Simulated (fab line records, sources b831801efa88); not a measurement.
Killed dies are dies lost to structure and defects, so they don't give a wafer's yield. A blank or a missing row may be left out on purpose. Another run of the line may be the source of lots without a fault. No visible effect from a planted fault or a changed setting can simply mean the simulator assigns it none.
fab line records	flow sky130
[record] lots = 5	wafers = 15	last-day = 50
route steps=708 shown LDD_HVP@285 LDD_LDN@289 SPACER@304 POLY_CUT@307
lots that met no fault: from a run of the same line without faults
start-h: hours from the record's opening day to when the first of the lot's shown wafers began	wait-h: time in hours since the lot's previous step	" same as the row above	L1.1+2: several wafers, shown together as one row	- no value, or no start was given	* or withheld: withheld	< > ~ a bound
route shown NAME@n: NAME is a module with steps in the file, n the number in the route of the first one	usual: average and standard deviation across the fault-free wafers	same: alike in all rows	chamber/n: place in a boat	sites: each site's reading	_std_site: standard deviation across them	_edge_site: the outer-site mean with the inner-site mean subtracted	radius-mm: how far each site lies from the wafer's centre	mask NAME#n: copy n	behind: the tool/chamber that last shaped the wafer	hold: cause of the lot's hold/its duration in hours/its outcome	device: transistor that didn't switch, given as n, p or np	end of line: at the end of the route, the tests of the same wafers	a step without rows: its recipe alone	killed: dies that structure and defects cost at the first sort, which is not the same as the wafer's yield	map: per-die view of a wafer (x killed, . not killed, _ where there is no die)
set.NAME: setting as actually run; set.NAME@STEP: the setting as run at that earlier step	model.NAME: the simulator's own value behind a step, which no gauge read
lots at selected steps of the route; one table per step, one row per wafer
services: a tool's chamber out of use, with start hour (start-h, from the record's first day; less than 0 if before it), hours out, and reason
[[steps]]
[step SKY_LDD_HVP_OVL_MEAS_07]
[usual] LDD_HVP_OVL = -0.1/1.5
lot.wafer	tool	chamber	start-h	wait-h	LDD_HVP_OVL[nm]
L076.1	overlay-01	-	510.75	0.1	2.1
L076.2	"	-	"	"	0.7
L076.6	"	-	"	"	1.9
L079.1	overlay-02	-	539.65	0.1	0.6
L079.2	"	-	"	"	-0.7
L079.4	"	-	"	"	0.5
L093.1	overlay-02	-	665.70	0.1	-1.6
L093.3	"	-	"	"	-2.8
L093.4	"	-	"	"	-0.7
L094.1	overlay-02	-	669.75	0.1	-0.4
L094.2	"	-	"	"	-0.5
L094.5	"	-	"	"	-0.6
L097.1	overlay-02	-	695.60	0.1	-0.2
L097.2	"	-	"	"	-1.8
L097.4	"	-	"	"	-3.5
[step SKY_LDD_HVP_IMPLANT_08]
[recipe] species = B	energy-kev = 20	dose-cm2 = 1.7e+13	tilt-deg = 17.9
lot.wafer	tool	chamber	start-h	wait-h
L076.1+2+6	implanter-04	0	510.79	0.0
L079.1+2+4	implanter-02	0	539.69	0.0
L093.1+3+4	implanter-02	0	665.74	0.0
L094.1+2+5	implanter-01	0	669.79	0.0
L097.1+2+4	implanter-01	0	695.64	0.0
[step SKY_LDD_HVP_STRIP_09]
[recipe] chemistry = O2/N2	power-w = 1400	pressure-mtorr = 1500	platen-temp-c = withheld	o2-flow-sccm = 3000	n2-flow-sccm = 300	overash-fraction = 0.5
[usual] drypump-motor-current-A = 5.57/0.19	oes-product-au = 0.408/0.0045	strip-time-to-endpoint-s = 4.136/0.017
lot.wafer	tool	chamber	start-h	wait-h	drypump-motor-current-A	oes-product-au	rf-hours-counter-h	strip-time-to-endpoint-s
L076.1	plasma-asher-02	0	510.94	0.1	5.45	0.409	37	4.155
L076.2	"	1	"	"	5.54	0.409	37	4.134
L076.6	"	1	"	"	5.54	0.409	-	4.131
L079.1	plasma-asher-04	1	539.84	0.1	5.39	0.410	82	4.133
L079.2	"	0	"	"	5.70	0.411	82	4.147
L079.4	"	1	"	"	5.37	0.419	-	4.147
L093.1	plasma-asher-03	0	665.89	0.1	5.42	0.400	88	4.128
L093.3	"	0	"	"	5.44	0.407	-	4.146
L093.4	"	1	"	"	5.95	0.406	-	4.135
L094.1	plasma-asher-03	0	669.94	0.1	5.41	0.414	88	4.138
L094.2	"	1	"	"	5.95	0.398	88	4.134
L094.5	"	0	"	"	5.43	0.405	-	4.138
L097.1	plasma-asher-03	0	695.79	0.1	5.43	0.408	91	4.172
L097.2	"	1	"	"	5.96	0.416	91	4.157
L097.4	"	1	"	"	5.97	0.408	-	4.151
[step SKY_LDD_HVP_TW_MEAS_10]
[usual] LDD_HVP_TW = 453.6/2.9
lot.wafer	tool	chamber	start-h	wait-h	LDD_HVP_TW
L076.1	film-metro-02	-	511.04	0.1	449.0
L076.2	"	-	"	"	450.3
L076.6	"	-	"	"	448.4
L079.1	film-metro-02	-	539.94	0.1	452.8
L079.2	"	-	"	"	453.3
L079.4	"	-	"	"	449.5
L093.1	film-metro-04	-	665.99	0.1	454.9
L093.3	"	-	"	"	456.2
L093.4	"	-	"	"	459.5
L094.1	film-metro-04	-	670.04	0.1	457.9
L094.2	"	-	"	"	458.7
L094.5	"	-	"	"	458.7
L097.1	film-metro-02	-	695.89	0.1	453.7
L097.2	"	-	"	"	455.0
L097.4	"	-	"	"	456.4
[step SKY_LDD_LDN_DEHYDRATE_00]
[recipe] temp-c = 200	time-s = 60
[same] time-s = 60
lot.wafer	tool	chamber	start-h	wait-h
L076.1+2+6	litho-track-01	0	525.64	14.6
L079.1+2+4	litho-track-02	0	554.25	14.3
L093.1+3+4	litho-track-04	0	679.53	13.5
L094.1+2+5	litho-track-01	0	682.94	12.9
L097.1+2+4	litho-track-04	0	709.03	13.1
[step SKY_LDD_LDN_HMDS_01]
[recipe] prime-time-s = 60	prime-temp-c = 120
lot.wafer	tool	chamber	start-h	wait-h
L076.1+2+6	litho-track-01	0	525.79	0.1
L079.1+2+4	litho-track-02	0	554.40	0.1
L093.1+3+4	litho-track-04	0	679.68	0.1
L094.1+2+5	litho-track-01	0	683.09	0.1
L097.1+2+4	litho-track-04	0	709.18	0.1
[step SKY_LDD_LDN_COAT_02]
[recipe] resist = NOVOLAK	spin-rpm = 3000	resist-thk-nm = 1140
lot.wafer	tool	chamber	start-h	wait-h
L076.1+2+6	litho-track-01	0	525.94	0.1
L079.1+2+4	litho-track-02	0	554.55	0.1
L093.1+3+4	litho-track-04	0	679.83	0.1
L094.1+2+5	litho-track-01	0	683.24	0.1
L097.1+2+4	litho-track-04	0	709.33	0.1
[step SKY_LDD_LDN_SOFTBAKE_03]
[recipe] temp-c = 90	time-s = 60	resist = NOVOLAK
[same] time-s = 60
lot.wafer	tool	chamber	start-h	wait-h
L076.1+2+6	litho-track-01	0	526.09	0.1
L079.1+2+4	litho-track-02	0	554.70	0.1
L093.1+3+4	litho-track-04	0	679.98	0.1
L094.1+2+5	litho-track-01	0	683.39	0.1
L097.1+2+4	litho-track-04	0	709.48	0.1
[step SKY_LDD_LDN_EXPOSE_04]
[recipe] mask-id = LDNTM	na = 0.6	source-shape = conventional	sigma-outer = 0.6	polarization = unpolarized	target-cd-nm = 700	dose-mj = 140
[usual] reticle-temp-C = 23.00/0.1
[same] na = 0.6
lot.wafer	tool	chamber	start-h	wait-h	mask	reticle-temp-C
L076.1	iline-stepper-02	0	-	-	LDNTM#0	22.91
L076.2	"	0	"	"	LDNTM#0	22.95
L076.6	"	0	"	"	LDNTM#0	22.93
L079.1	iline-stepper-01	0	-	-	LDNTM#0	22.92
L079.2	"	0	"	"	LDNTM#0	22.95
L079.4	"	0	"	"	LDNTM#0	23.05
L093.1	iline-stepper-01	0	-	-	LDNTM#0	22.87
L093.3	"	0	"	"	LDNTM#0	22.96
L093.4	"	0	"	"	LDNTM#0	22.95
L094.1	iline-stepper-01	0	-	-	LDNTM#0	22.88
L094.2	"	0	"	"	LDNTM#0	22.98
L094.5	"	0	"	"	LDNTM#0	22.90
L097.1	iline-stepper-01	0	-	-	LDNTM#0	22.90
L097.2	"	0	"	"	LDNTM#0	23.06
L097.4	"	0	"	"	LDNTM#0	22.87
[step SKY_LDD_LDN_PEB_05]
[recipe] temp-c = withheld	time-s = *	resist = NOVOLAK
[same] time-s = *
lot.wafer	tool	chamber	start-h	wait-h
L076.1+2+6	litho-track-02	0	-	-
L079.1+2+4	litho-track-01	0	-	-
L093.1+3+4	litho-track-04	0	-	-
L094.1+2+5	litho-track-04	0	-	-
L097.1+2+4	litho-track-04	0	-	-
[step SKY_LDD_LDN_DEVELOP_06]
[recipe] resist = NOVOLAK	developer = TMAH	develop-time-s = 60	dev-temp-c = 23
lot.wafer	tool	chamber	start-h	wait-h
L076.1+2+6	litho-track-02	0	541.15	0.1
L079.1+2+4	litho-track-01	0	569.94	0.1
L093.1+3+4	litho-track-04	0	694.18	0.1
L094.1+2+5	litho-track-04	0	697.63	0.1
L097.1+2+4	litho-track-04	0	723.58	0.1
[step SKY_LDD_LDN_OVL_MEAS_07]
[usual] LDD_LDN_OVL = 0.8/1.4
lot.wafer	tool	chamber	start-h	wait-h	LDD_LDN_OVL[nm]
L076.1	overlay-02	-	541.30	0.1	-1.7
L076.2	"	-	"	"	-1.1
L076.6	"	-	"	"	0.6
L079.1	overlay-01	-	570.09	0.1	0.6
L079.2	"	-	"	"	1.7
L079.4	"	-	"	"	1.4
L093.1	overlay-02	-	694.33	0.1	3.9
L093.3	"	-	"	"	3.4
L093.4	"	-	"	"	2.3
L094.1	overlay-01	-	697.78	0.1	1.8
L094.2	"	-	"	"	1.3
L094.5	"	-	"	"	1.4
L097.1	overlay-01	-	723.73	0.1	1.1
L097.2	"	-	"	"	0.5
L097.4	"	-	"	"	2.3
[step SKY_LDD_LDN_IMPLANT_08]
[recipe] species = As	energy-kev = 15	dose-cm2 = 1.25e+13	tilt-deg = withheld	rotation-deg = 23
lot.wafer	tool	chamber	start-h	wait-h
L076.1+2+6	implanter-03	0	541.34	0.0
L079.1+2+4	implanter-04	0	570.13	0.0
L093.1+3+4	implanter-04	0	694.37	0.0
L094.1+2+5	implanter-01	0	697.82	0.0
L097.1+2+4	implanter-03	0	723.77	0.0
[step SKY_LDD_LDN_IMPLANT_09]
[recipe] species = As	energy-kev = 15	dose-cm2 = 1.25e+13	tilt-deg = withheld	rotation-deg = 113
lot.wafer	tool	chamber	start-h	wait-h
L076.1+2+6	implanter-03	0	541.49	0.1
L079.1+2+4	implanter-04	0	570.28	0.1
L093.1+3+4	implanter-04	0	694.52	0.1
L094.1+2+5	implanter-01	0	697.97	0.1
L097.1+2+4	implanter-03	0	723.92	0.1
[step SKY_LDD_LDN_IMPLANT_10]
[recipe] species = As	energy-kev = 15	dose-cm2 = 1.25e+13	tilt-deg = withheld	rotation-deg = 203
lot.wafer	tool	chamber	start-h	wait-h
L076.1+2+6	implanter-03	0	541.64	0.1
L079.1+2+4	implanter-04	0	570.43	0.1
L093.1+3+4	implanter-04	0	694.67	0.1
L094.1+2+5	implanter-01	0	698.12	0.1
L097.1+2+4	implanter-03	0	724.07	0.1
[step SKY_LDD_LDN_IMPLANT_11]
[recipe] species = As	energy-kev = 15	dose-cm2 = 1.25e+13	tilt-deg = withheld	rotation-deg = 293
lot.wafer	tool	chamber	start-h	wait-h
L076.1+2+6	implanter-03	0	541.79	0.1
L079.1+2+4	implanter-04	0	570.58	0.1
L093.1+3+4	implanter-04	0	694.82	0.1
L094.1+2+5	implanter-01	0	698.27	0.1
L097.1+2+4	implanter-03	0	724.22	0.1
[step SKY_LDD_LDN_STRIP_12]
[recipe] chemistry = O2/N2	power-w = 1400	pressure-mtorr = 1500	platen-temp-c = withheld	o2-flow-sccm = 3000	n2-flow-sccm = 300	overash-fraction = 0.5
[usual] drypump-motor-current-A = 5.52/0.23	oes-product-au = 0.716/0.0047	strip-time-to-endpoint-s = 14.19/0.031
lot.wafer	tool	chamber	start-h	wait-h	drypump-motor-current-A	oes-product-au	rf-hours-counter-h	strip-time-to-endpoint-s
L076.1	plasma-asher-01	0	541.94	0.1	5.49	0.708	12	14.21
L076.2	"	1	"	"	5.22	0.722	12	14.19
L076.6	"	1	"	"	5.22	0.725	-	14.19
L079.1	plasma-asher-03	0	570.73	0.1	5.43	0.717	78	14.19
L079.2	"	1	"	"	5.94	0.706	78	14.22
L079.4	"	1	"	"	5.95	0.719	-	14.14
L093.1	plasma-asher-01	0	694.97	0.1	5.46	0.713	27	14.18
L093.3	"	1	"	"	5.24	0.717	-	14.22
L093.4	"	0	"	"	5.48	0.721	-	14.14
L094.1	plasma-asher-04	1	698.42	0.1	5.39	0.718	98	14.21
L094.2	"	0	"	"	5.66	0.710	98	14.21
L094.5	"	0	"	"	5.68	0.718	-	14.19
L097.1	plasma-asher-01	0	724.37	0.1	5.48	0.708	29	14.22
L097.2	"	1	"	"	5.20	0.709	29	14.18
L097.4	"	1	"	"	5.23	0.716	-	14.18
[step SKY_LDD_LDN_TW_MEAS_13]
[usual] LDD_LDN_TW = 1479/7
lot.wafer	tool	chamber	start-h	wait-h	LDD_LDN_TW
L076.1	film-metro-01	-	542.04	0.1	1483
L076.2	"	-	"	"	1477
L076.6	"	-	"	"	1467
L079.1	film-metro-03	-	570.83	0.1	1477
L079.2	"	-	"	"	1471
L079.4	"	-	"	"	1476
L093.1	film-metro-01	-	695.07	0.1	1484
L093.3	"	-	"	"	1493
L093.4	"	-	"	"	1489
L094.1	film-metro-01	-	698.52	0.1	1490
L094.2	"	-	"	"	1494
L094.5	"	-	"	"	1486
L097.1	film-metro-04	-	724.47	0.1	1483
L097.2	"	-	"	"	1479
L097.4	"	-	"	"	1481
[step SKY_LDD_LDN_CLEAN_14]
[recipe] chemistry = SC1/SC2	mix = 1:4:20	temp-c = 70	time-s = 150	dry = n2-spin
[same] time-s = 150
lot.wafer	tool	chamber	start-h	wait-h
L076.1+2+6	wet-bench-02	2	542.10	0.1
L079.1+2+4	wet-bench-02	3	570.89	0.1
L093.1+3+4	wet-bench-04	3	695.13	0.1
L094.1+2+5	wet-bench-03	3	698.58	0.1
L097.1+2+4	wet-bench-03	3	724.53	0.1
[step SKY_SPACER_CVD_00]
[recipe] material = Si3N4	precursor = DCS/NH3	target-thk-nm = 43.1	temp-c = 770	time-s = 740	pressure-mtorr = 250
[usual] spike-tc-top-C = 785.9/0.98	zone-power-lower-pct = 11.9/1.1
[same] time-s = 740
lot.wafer	tool	chamber	start-h	wait-h	spike-tc-top-C	zone-power-lower-pct
L076.1	lpcvd-02	1	542.15	0.0	784.5	13.0
L076.2	"	1	"	"	785.2	13.0
L076.6	"	1	"	"	787.0	12.9
L079.1	lpcvd-02	0	571.21	0.3	786.4	11.0
L079.2	"	0	"	"	786.8	11.1
L079.4	"	0	"	"	784.5	11.0
L093.1	lpcvd-02	1	695.63	0.5	784.5	12.7
L093.3	"	1	"	"	784.7	13.0
L093.4	"	1	"	"	786.7	13.0
L094.1	lpcvd-02	1	699.87	1.2	784.9	13.0
L094.2	"	1	"	"	785.7	12.8
L094.5	"	1	"	"	785.8	13.0
L097.1	lpcvd-02	0	725.01	0.4	786.2	10.8
L097.2	"	0	"	"	786.5	10.7
L097.4	"	0	"	"	785.1	10.9
[step SKY_SPACER_THK_MEAS_01]
[recipe] reads = Si3N4_of_SPACER_CVD_00
[usual] SPACER_CVD_00_THK = 43.1/0.42
lot.wafer	tool	chamber	start-h	wait-h	SPACER_CVD_00_THK[nm]
L076.1	film-metro-04	-	543.36	0.0	43.4
L076.2	"	-	"	"	43.3
L076.6	"	-	"	"	43.2
L079.1	film-metro-04	-	572.41	0.0	44.0
L079.2	"	-	"	"	44.3
L079.4	"	-	"	"	44.0
L093.1	film-metro-01	-	696.83	0.0	43.3
L093.3	"	-	"	"	43.2
L093.4	"	-	"	"	43.5
L094.1	film-metro-01	-	701.07	0.0	42.6
L094.2	"	-	"	"	43.0
L094.5	"	-	"	"	43.0
L097.1	film-metro-02	-	726.22	0.0	42.9
L097.2	"	-	"	"	43.1
L097.4	"	-	"	"	42.9
[step SKY_SPACER_ETCHBACK_02]
[recipe] chemistry = CH3F/O2	target = Si3N4	stop-on = SiO2	source-w = 400	bias-w = 80	pressure-mtorr = 25	ch3f-flow-sccm = 40	O2_flow_sccm = 30	time-s = 46.7	target-depth-a = 450
[usual] bias-w = 79.97/0.23	ch3f-flow-sccm = 40.01/0.12	drypump-motor-current-A = 5.5/0.44	oes-product-au = 0.855/0.006	throttle-valve-pct = 10.563/0.0086
[same] time-s = 46.7
lot.wafer	tool	chamber	start-h	wait-h	bias-w	ch3f-flow-sccm	drypump-motor-current-A	oes-product-au	rf-hours-counter-h	throttle-valve-pct
L076.1	rie-diel-03	0	543.42	0.1	79.95	39.86	5.2	0.854	15	10.564
L076.2	"	3	"	"	80.07	39.88	5.3	0.861	15	10.564
L076.6	"	3	"	"	79.96	39.95	5.3	0.848	-	10.556
L079.1	rie-diel-04	2	572.47	0.1	80.52	39.99	5.6	0.865	5	10.568
L079.2	"	0	"	"	79.95	39.93	5.0	0.865	1	10.563
L079.4	"	3	"	"	79.77	39.86	5.2	0.869	6	10.567
L093.1	rie-diel-03	2	696.89	0.1	80.22	39.94	5.1	0.849	1	10.555
L093.3	"	0	"	"	79.76	40.03	5.2	0.862	19	10.573
L093.4	"	3	"	"	80.04	40.01	5.3	0.859	19	10.560
L094.1	rie-diel-01	0	701.13	0.1	79.73	40.04	5.8	0.849	39	10.570
L094.2	"	2	"	"	79.74	40.12	6.6	0.852	7	10.555
L094.5	"	3	"	"	80.37	40.25	5.6	0.846	-	10.569
L097.1	rie-diel-03	3	726.28	0.1	79.80	40.13	5.3	0.859	20	10.568
L097.2	"	1	"	"	80.27	40.21	5.4	0.856	4	10.562
L097.4	"	0	"	"	80.04	39.96	5.2	0.852	20	10.576
[step SKY_POLY_CUT_DEHYDRATE_00]
[recipe] temp-c = 200	time-s = 60
[same] time-s = 60
lot.wafer	tool	chamber	start-h	wait-h
L076.1+2+6	litho-track-02	0	558.05	14.6
L079.1+2+4	litho-track-03	0	585.95	13.5
L093.1+3+4	litho-track-04	0	709.63	12.7
L094.1+2+5	litho-track-04	0	713.88	12.7
L097.1+2+4	litho-track-02	0	739.20	12.9
[step SKY_POLY_CUT_HMDS_01]
[recipe] prime-time-s = 60	prime-temp-c = 120
lot.wafer	tool	chamber	start-h	wait-h
L076.1+2+6	litho-track-02	0	558.20	0.1
L079.1+2+4	litho-track-03	0	586.10	0.1
L093.1+3+4	litho-track-04	0	709.78	0.1
L094.1+2+5	litho-track-04	0	714.03	0.1
L097.1+2+4	litho-track-02	0	739.35	0.1
[step SKY_POLY_CUT_COAT_02]
[recipe] resist = BARC	temp-c = withheld	time-s = withheld	spin-rpm = 3000	resist-thk-nm = 60
lot.wafer	tool	chamber	start-h	wait-h
L076.1+2+6	litho-track-02	0	558.35	0.1
L079.1+2+4	litho-track-03	0	586.25	0.1
L093.1+3+4	litho-track-04	0	709.93	0.1
L094.1+2+5	litho-track-04	0	714.18	0.1
L097.1+2+4	litho-track-02	0	739.50	0.1
[step SKY_POLY_CUT_COAT_03]
[recipe] resist = KrF-thick	spin-rpm = 3000	resist-thk-nm = 450
lot.wafer	tool	chamber	start-h	wait-h
L076.1+2+6	litho-track-02	0	-	-
L079.1+2+4	litho-track-03	0	-	-
L093.1+3+4	litho-track-04	0	-	-
L094.1+2+5	litho-track-04	0	-	-
L097.1+2+4	litho-track-02	0	-	-
[step SKY_POLY_CUT_SOFTBAKE_04]
[recipe] temp-c = 100	time-s = 90	resist = KrF-thick
[same] time-s = 90
lot.wafer	tool	chamber	start-h	wait-h
L076.1+2+6	litho-track-02	0	-	-
L079.1+2+4	litho-track-03	0	-	-
L093.1+3+4	litho-track-04	0	-	-
L094.1+2+5	litho-track-04	0	-	-
L097.1+2+4	litho-track-02	0	-	-
[step SKY_POLY_CUT_EXPOSE_05]
[recipe] mask-id = NPCM	na = 0.8	source-shape = annular	sigma-inner = 0.55	sigma-outer = 0.85	target-cd-nm = 270	dose-mj = 32
[usual] reticle-temp-C = 23.01/0.11
[same] na = 0.8
lot.wafer	tool	chamber	start-h	wait-h	mask	reticle-temp-C
L076.1	krf-scanner-02	0	-	-	NPCM#0	22.98
L076.2	"	0	"	"	NPCM#0	23.09
L076.6	"	0	"	"	NPCM#0	23.00
L079.1	krf-scanner-02	0	-	-	NPCM#0	23.13
L079.2	"	0	"	"	NPCM#0	22.97
L079.4	"	0	"	"	NPCM#0	23.13
L093.1	krf-scanner-01	0	-	-	NPCM#0	23.02
L093.3	"	0	"	"	NPCM#0	22.93
L093.4	"	0	"	"	NPCM#0	22.92
L094.1	krf-scanner-02	0	-	-	NPCM#0	23.05
L094.2	"	0	"	"	NPCM#0	23.05
L094.5	"	0	"	"	NPCM#0	23.09
L097.1	krf-scanner-02	0	-	-	NPCM#0	22.93
L097.2	"	0	"	"	NPCM#0	22.80
L097.4	"	0	"	"	NPCM#0	22.79
[step SKY_POLY_CUT_PEB_06]
[recipe] peb-temp-c = withheld	peb-time-s = withheld	resist = KrF-thick
lot.wafer	tool	chamber	start-h	wait-h
L076.1+2+6	litho-track-03	0	-	-
L079.1+2+4	litho-track-04	0	-	-
L093.1+3+4	litho-track-02	0	-	-
L094.1+2+5	litho-track-02	0	-	-
L097.1+2+4	litho-track-03	0	-	-
[[services]]
tool	chamber	start-h	hours	kind
krf-scanner-02	-	533.97	0.8	pm
krf-scanner-02	-	539.20	0.8	repair
implanter-01	-	540.55	13.9	pm
krf-scanner-02	-	541.89	1.0	pm
krf-scanner-02	-	547.50	4.1	repair
implanter-04	-	550.88	2.7	repair
implanter-01	-	559.30	5.8	repair
krf-scanner-02	-	559.88	0.2	repair
iline-stepper-01	-	581.38	1.7	pm
implanter-04	-	592.85	11.3	repair
implanter-03	-	599.71	3.5	repair
implanter-03	-	603.23	4.6	pm
iline-stepper-01	-	604.19	4.4	pm
krf-scanner-02	-	618.40	3.6	pm
krf-scanner-02	-	636.34	2.4	repair
krf-scanner-02	-	642.69	1.3	pm
krf-scanner-02	-	644.91	0.8	pm
implanter-01	-	664.76	1.6	repair
implanter-03	-	692.02	3.1	repair
implanter-04	-	695.64	17.6	repair
plasma-asher-03	-	707.60	4.6	repair
krf-scanner-02	-	710.89	1.0	pm
implanter-04	-	713.21	2.1	pm
implanter-03	-	743.67	3.5	pm
[[key]]
fault none
